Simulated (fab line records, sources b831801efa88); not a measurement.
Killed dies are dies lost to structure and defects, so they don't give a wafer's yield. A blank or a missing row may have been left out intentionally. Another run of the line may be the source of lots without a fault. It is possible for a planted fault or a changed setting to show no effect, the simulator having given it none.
Which tool is to blame? | flow sfq line | 42 wafers from 14 lots sampled at 4 of the route's 325 steps

## WHAT EACH GAUGE READ, for each wafer
SFQ_I7_BOW_MEAS_946.
lot  | measured     | on            | I7_BOW (um)
L179 | day 69 12:11 | film metro-01 | -7 -11 -1
L182 | day 70 04:01 | film metro-01 | -2 -4 0
L183 | day 70 05:30 | film metro-02 | 22 14 5
L184 | day 77 04:10 | film metro-01 | 6 6 14
L185 | day 77 07:59 | film metro-02 | -16 -21 -11
L186 | day 77 13:10 | film metro-03 | 3 5 1
L187 | day 77 19:59 | film metro-03 | -1 -2 -5
L188 | day 78 01:10 | film metro-03 | 15 21 11
L195 | day 79 01:11 | film metro-03 | -3 -1 0
L196 | day 79 04:11 | film metro-01 | -12 9 -3
L197 | day 79 05:27 | film metro-03 | -9 -18 -3
L198 | day 79 10:12 | film metro-01 | 15 11 17
L201 | day 79 18:32 | film metro-01 | -9 -2 -5
L202 | day 79 20:28 | film metro-03 | 6 2 1

SFQ_M8_OVL_MEAS_948.
lot  | measured     | on         | M8_OVL (nm)
L179 | day 77 01:17 | overlay-02 | 12 15 12
L182 | day 77 09:41 | overlay-02 | 0 6 3
L183 | day 77 12:05 | overlay-02 | 1 0 -1
L184 | day 80 05:26 | overlay-01 | 5 8 4
L185 | day 80 06:38 | overlay-01 | -1 1 3
L186 | day 80 11:26 | overlay-01 | 1 -3 2
L187 | day 81 13:35 | overlay-01 | -10 -1 -9
L188 | day 81 19:41 | overlay-01 | 13 8 4
L195 | day 85 11:11 | overlay-01 | -5 0 -4
L196 | day 85 17:11 | overlay-01 | 3 -10 -4
L197 | day 85 18:23 | overlay-02 | -5 -6 2
L198 | day 86 00:23 | overlay-01 | -7 2 -4
L201 | day 86 09:59 | overlay-02 | 8 1 0
L202 | day 86 13:35 | overlay-01 | 1 0 5

## WHICH TOOL RAN EACH LOT (tool, then ch and the chambers of the sampled wafers, then the start)
lot  | SFQ_TRILAYER_M0_LITHO_PEB_024     | SFQ_TRILAYER_M5_STRIP_STRIP_127
L179 | litho track-03 ch 0, day 10 16:35 | rie metal-03 ch 0,1, day 52 12:40
L182 | litho track-02 ch 0, day 12 10:28 | rie metal-03 ch 1, day 53 03:10
L183 | litho track-03 ch 0, day 12 20:04 | rie metal-01 ch 0,1, day 53 04:22
L184 | litho track-04 ch 0, day 13 05:30 | rie metal-04 ch 0,1, day 53 10:22
L185 | litho track-03 ch 0, day 13 12:42 | rie metal-04 ch 0, day 53 15:10
L186 | litho track-03 ch 0, day 13 18:42 | rie metal-04 ch 0,1, day 53 17:34
L187 | litho track-04 ch 0, day 14 05:13 | rie metal-03 ch 0,1, day 59 08:37
L188 | litho track-04 ch 0, day 14 10:01 | rie metal-01 ch 0,1, day 59 19:25
L195 | litho track-03 ch 0, day 17 16:08 | rie metal-01 ch 0,1, day 61 13:26
L196 | litho track-04 ch 0, day 18 02:56 | rie metal-04 ch 0, day 61 16:43
L197 | litho track-03 ch 0, day 18 10:07 | rie metal-03 ch 0,1, day 61 18:40
L198 | litho track-02 ch 0, day 18 22:10 | rie metal-04 ch 0,1, day 61 21:16
L201 | litho track-04 ch 0, day 20 13:07 | rie metal-01 ch 0,1, day 62 12:40
L202 | litho track-03 ch 0, day 20 21:31 | rie metal-03 ch 0,1, day 63 22:34
- SFQ_TRILAYER_M0_LITHO_PEB_024: peb time 60 s.
- SFQ_TRILAYER_M5_STRIP_STRIP_127: strips in O2.

## AS READ BY THE TOOLS THEMSELVES (means over the sampled wafers that have a number; for cases with no such wafer, the mark the record gives instead)
SFQ_TRILAYER_M0_LITHO_PEB_024.
lot  | tool           | heater power total W (W) | plate temp C (C)
L179 | litho track-03 | 79.12                    | 114.89
L182 | litho track-02 | 79.21                    | 114.90
L183 | litho track-03 | 79.12                    | 114.95
L184 | litho track-04 | 79.22                    | 114.92
L185 | litho track-03 | 79.18                    | 115.00
L186 | litho track-03 | 79.20                    | 115.04
L187 | litho track-04 | 79.14                    | 114.93
L188 | litho track-04 | 79.15                    | 114.99
L195 | litho track-03 | 75.20                    | 110.51
L196 | litho track-04 | 79.21                    | 115.03
L197 | litho track-03 | 75.19                    | 110.69
L198 | litho track-02 | 79.10                    | 114.96
L201 | litho track-04 | 79.15                    | 115.08
L202 | litho track-03 | 79.20                    | 114.89

SFQ_TRILAYER_M5_STRIP_STRIP_127.
lot  | tool         | drypump motor current A (A) | oes product au (a.u.)
L179 | rie metal-03 | 6.4                         | 1.000
L182 | rie metal-03 | 6.5                         | 0.990
L183 | rie metal-01 | 5.4                         | 1.001
L184 | rie metal-04 | 5.6                         | 1.002
L185 | rie metal-04 | 5.7                         | 0.977
L186 | rie metal-04 | 5.6                         | 0.990
L187 | rie metal-03 | 6.5                         | 1.003
L188 | rie metal-01 | 5.4                         | 1.000
L195 | rie metal-01 | 5.5                         | 1.017
L196 | rie metal-04 | 5.7                         | 0.973
L197 | rie metal-03 | 6.3                         | 1.002
L198 | rie metal-04 | 5.6                         | 0.982
L201 | rie metal-01 | 5.4                         | 0.992
L202 | rie metal-03 | 6.3                         | 1.001

## THE ANSWER, worked out from the rows above alone
Rule: usual is defined by the lots themselves. Put in order of their means at a reading, lots are off if they are a third of the lots or fewer, leave a main group of 4 or more, and stand apart from it by a gap of 3 or more times the standard deviation of the main group's means; of several such gaps the widest counts. A main group is skipped when, at the precision printed for the reading in the tables above, its means are all equal. Also off: a lot with no number at a reading for which 4 or more lots have one. All remaining lots with rows at the step are treated as sound. Order of review: gauges by route order, followed by the tools' own readings, for which a lot's mean as printed above is used. At the first step where some lot is off, the reading lying furthest off is the one used; lots without a number count as furthest.
Off: L195, L197 (SFQ_TRILAYER_M0_LITHO_PEB_024, heater power total W). The main group has a mean of 79.17 W with a standard deviation of 0.04.
A tool fits if, at that step or a process step before it, it ran every lot that is off, and no sound lot after the first of them. None of those tried fits.

## WHAT THE SIMULATOR PUT IN
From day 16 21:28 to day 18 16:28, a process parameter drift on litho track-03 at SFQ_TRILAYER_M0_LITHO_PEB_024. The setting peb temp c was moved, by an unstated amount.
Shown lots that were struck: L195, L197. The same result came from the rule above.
